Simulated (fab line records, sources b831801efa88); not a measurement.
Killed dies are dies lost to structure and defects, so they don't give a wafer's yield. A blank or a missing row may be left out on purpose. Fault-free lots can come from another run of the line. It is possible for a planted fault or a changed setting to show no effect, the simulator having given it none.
Comparing a struck lot with a sound one || flow gf180mcu || 43 steps out of a route of 602
Sound: wafers L280.1, L280.2, L280.5. Wafers L287.1, L287.4, L287.6 were the ones struck. The cause is named last.
For every step that has rows: the tool of each side, followed by ch and its chambers, followed by its first start. Under that, the readings that differ: sound wafers || struck wafers || difference of the means || sigmas: that difference in standard deviations of wafers without a fault.
alike: a reading whose means differ by less than 2 such deviations, as well as words and numbers matching on both sides. not compared: withheld readings; readings where some wafer has no value; bounds like >300 that might hide an equal value; numbers whose values overlap and for which the record gives no deviation.
A row with sigmas, a row that says differs or no value, or rows on one side alone: a step with any of these is where the two part. Numbers that don't overlap but have no deviation are shown without sigmas and don't part them. Lack of a reading on every wafer of one side parts them only where that side has two or more wafers.

first, 1 step without rows for these wafers: GF_LVPWELL_IMPLANT_09.
GF_LVPWELL_STRIP_10: strips in O2/N2.
  sound on plasmaAsher-01 ch 0,1, day 5 19:39; struck on plasmaAsher-01 ch 1, day 7 10:14
  alike: drypumpMotorCurrentA, heaterPowerW, oesProductAu, stripTimeToEndpointS
  not compared: rfHoursCounterH
GF_LVPWELL_TW_MEAS_11:
  struck on filmMetro-03, day 7 10:20; sound on filmMetro-01, day 5 19:45
  alike: LVPWELL_TW
then, 7 steps without rows for these wafers: GF_MVSD_DEHYDRATE_00 (time 60 s); GF_MVSD_HMDS_01 (prime time 60 s); GF_MVSD_COAT_02 (resist thk 3000 nm); GF_MVSD_SOFTBAKE_03; GF_MVSD_EXPOSE_04 (exposes mask MVSD, target cd 1000 nm); GF_MVSD_PEB_05; GF_MVSD_DEVELOP_06 (develop time 61.14 s).
GF_MVSD_OVL_MEAS_07:
  struck on overlay-02, day 8 02:40; sound on overlay-02, day 6 09:29
  alike: MVSD_OVL
following that, these wafers have no rows for 1 step: GF_MVSD_IMPLANT_08.
GF_MVSD_IMPLANT_09:
  sound on implanter-02 ch 0, day 6 09:40; struck on implanter-02 ch 0, day 8 02:52
{"reading": "doseIonsCm2", "sound": "4.997e+12 4.99e+12 4.999e+12", "struck": "5.46e+12 5.47e+12 5.467e+12", "difference": "+4.70e+11", "sigmas": "+84"}
{"reading": "faradayCurrentUA", "sound": "28.2 28.2 28.6", "struck": "31.9 31.2 30.5", "difference": "+2.9", "sigmas": "+5"}
GF_MVSD_STRIP_10: strips in O2/N2.
  sound on plasmaAsher-02 ch 0,1, day 6 09:49; struck on plasmaAsher-02 ch 0,1, day 8 03:01
  alike: drypumpMotorCurrentA, heaterPowerW, oesProductAu, stripTimeToEndpointS
  not compared: rfHoursCounterH
GF_MVSD_TW_MEAS_11:
  struck on filmMetro-03, day 8 03:07; sound on filmMetro-01, day 6 09:55
{"reading": "MVSD_TW", "sound": "1572 1580 1583", "struck": "1599 1603 1610", "difference": "+26", "sigmas": "+3"}
then, 7 steps without rows for these wafers: GF_MVPSD_DEHYDRATE_00 (time 60 s); GF_MVPSD_HMDS_01 (prime time 60 s); GF_MVPSD_COAT_02 (resist thk 3000 nm); GF_MVPSD_SOFTBAKE_03; GF_MVPSD_EXPOSE_04 (exposes mask MVPSD, target cd 1000 nm); GF_MVPSD_PEB_05; GF_MVPSD_DEVELOP_06 (develop time 60 s).
GF_MVPSD_OVL_MEAS_07:
  struck on overlay-01, day 8 19:16; sound on overlay-02, day 7 00:48
  alike: MVPSD_OVL
then, 2 steps without rows for these wafers: GF_MVPSD_IMPLANT_08; GF_MVPSD_IMPLANT_09.
GF_MVPSD_STRIP_10: strips in O2/N2.
  sound on plasmaAsher-03 ch 0,1, day 7 01:08; struck on plasmaAsher-04 ch 0,1, day 8 19:37
  alike: drypumpMotorCurrentA, heaterPowerW, oesProductAu, stripTimeToEndpointS
  not compared: rfHoursCounterH
GF_MVPSD_TW_MEAS_11:
  struck on filmMetro-01, day 8 19:43; sound on filmMetro-01, day 7 01:14
  alike: MVPSD_TW
then, 7 steps without rows for these wafers: GF_VT_IMPLANT_DEHYDRATE_00 (time 60 s); GF_VT_IMPLANT_HMDS_01 (prime time 60 s); GF_VT_IMPLANT_COAT_02 (resist thk 1000 nm); GF_VT_IMPLANT_SOFTBAKE_03 (time 60 s); GF_VT_IMPLANT_EXPOSE_04 (exposes mask LVPWELL LV AREA, target cd 600 nm); GF_VT_IMPLANT_PEB_05; GF_VT_IMPLANT_DEVELOP_06 (develop time 60 s).
GF_VT_IMPLANT_OVL_MEAS_07:
  struck on overlay-01, day 9 12:31; sound on overlay-01, day 7 16:40
  alike: VT_IMPLANT_OVL
following that, these wafers have no rows for 1 step: GF_VT_IMPLANT_IMPLANT_08.
GF_VT_IMPLANT_STRIP_09: strips in O2/N2.
  sound on plasmaAsher-03 ch 0,1, day 7 16:52; struck on plasmaAsher-03 ch 0,1, day 9 12:43
  alike: drypumpMotorCurrentA, heaterPowerW, oesProductAu, stripTimeToEndpointS
  not compared: rfHoursCounterH
GF_VT_IMPLANT_TW_MEAS_10:
  struck on filmMetro-03, day 9 12:49; sound on filmMetro-03, day 7 16:58
  alike: VT_IMPLANT_TW
then, 4 steps without rows for these wafers: GF_VT_IMPLANT_DEHYDRATE_11 (time 60 s); GF_VT_IMPLANT_HMDS_12 (prime time 60 s); GF_VT_IMPLANT_COAT_13 (resist thk 1000 nm); GF_VT_IMPLANT_SOFTBAKE_14 (time 60 s).
-- the record jumps here: 2 days lie between the struck wafers' starts before and after --
GF_VT_IMPLANT_RS_MEAS_46: uses a four-point probe to measure.
  struck on filmMetro-03, day 11 19:09; sound on filmMetro-02, day 9 20:25
{"reading": "MVSD_RS (ohm/sq)", "sound": "458.3 457.3 457.6", "struck": "450.3 452.8 451.0", "difference": -6.4, "sigmas": -5}

WHERE THEY PART
Last at GF_VT_IMPLANT_RS_MEAS_46 as far as this record goes, first at GF_MVSD_IMPLANT_09.

WHY: what the simulator had put in
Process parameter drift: implanter-02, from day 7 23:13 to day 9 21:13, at GF_MVSD_IMPLANT_09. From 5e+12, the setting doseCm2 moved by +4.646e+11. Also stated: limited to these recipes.
